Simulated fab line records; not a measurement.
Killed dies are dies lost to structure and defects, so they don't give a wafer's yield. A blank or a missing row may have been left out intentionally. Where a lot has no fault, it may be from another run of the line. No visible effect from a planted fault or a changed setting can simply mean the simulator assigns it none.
2 desks, one fault | flow sky130 | numbers are kept per desk, each desk with only its own; the story behind them comes last

== FOR THE TOOL OWNER'S DESK: rie metal-04 ==
The tool's own readings at SKY_METAL4_METAL_ETCH_18 (etches the open film in Cl2/BCl3, stops on SiO2, target depth 845 nm, time 183.1 s): means of the sampled wafers that have a number, for each lot that ran on this tool. The brackets show how far a lot's mean lies from the usual mean; more than 4 standard deviations puts the lot out of limits, marked OUT.
Columns: A = drypump motor current A at SKY_METAL4_METAL_ETCH_18, usual 5.5 A; B = oes product au at SKY_METAL4_METAL_ETCH_18, usual 0.866 a.u.; C = throttle valve pct at SKY_METAL4_METAL_ETCH_18, usual 22.264 %
lot  | first seen here | A   | B     | C
L329 | day 43 22:49    | 5.8 | 0.869 | 22.258
L331 | day 44 08:16    | 5.8 | 0.860 | 22.258
L334 | day 44 12:39    | 5.8 | 0.863 | 22.265
L342 | day 49 09:52    | 5.8 | 0.868 | 22.264
L348 | day 49 14:17    | 5.8 | 0.838 | 22.266
This desk found nothing out of limits on any of the 5 lots.

== FROM THE METROLOGY DESK ==
What the gauges read for every lot (on any tool): the sampled wafers with a number, averaged. The brackets show how far a lot's mean lies from the usual mean; more than 4 standard deviations puts the lot out of limits, marked OUT.
Columns: A = METAL3_OVL at SKY_METAL3_OVL_MEAS_14, usual -2 nm; B = VIA3_W_THK at SKY_VIA3_THK_MEAS_23, usual 378 nm
lot  | first seen here | A   | B
L329 | day 40 13:44    | -3  | 372
L331 | day 41 00:25    | -9  | 370
L333 | day 41 04:19    | 7   | 370
L336 | day 41 04:40    | -2  | 375
L335 | day 41 05:01    | 7   | 381
L334 | day 41 06:28    | -5  | 378
L337 | day 41 06:31    | -10 | 373
L338 | day 41 12:31    | -2  | 371
L342 | day 46 16:05    | -7  | 381
L348 | day 46 21:35    | -0  | 379
L346 | day 47 01:22    | -2  | 385
This desk found nothing out of limits on any of the 11 lots.

== ALL TOGETHER ==
The desk of the tool owner found nothing out of limits.
From the metrology desk's view, nothing was out of limits.

== WHAT WAS PUT IN BY THE SIMULATOR ==
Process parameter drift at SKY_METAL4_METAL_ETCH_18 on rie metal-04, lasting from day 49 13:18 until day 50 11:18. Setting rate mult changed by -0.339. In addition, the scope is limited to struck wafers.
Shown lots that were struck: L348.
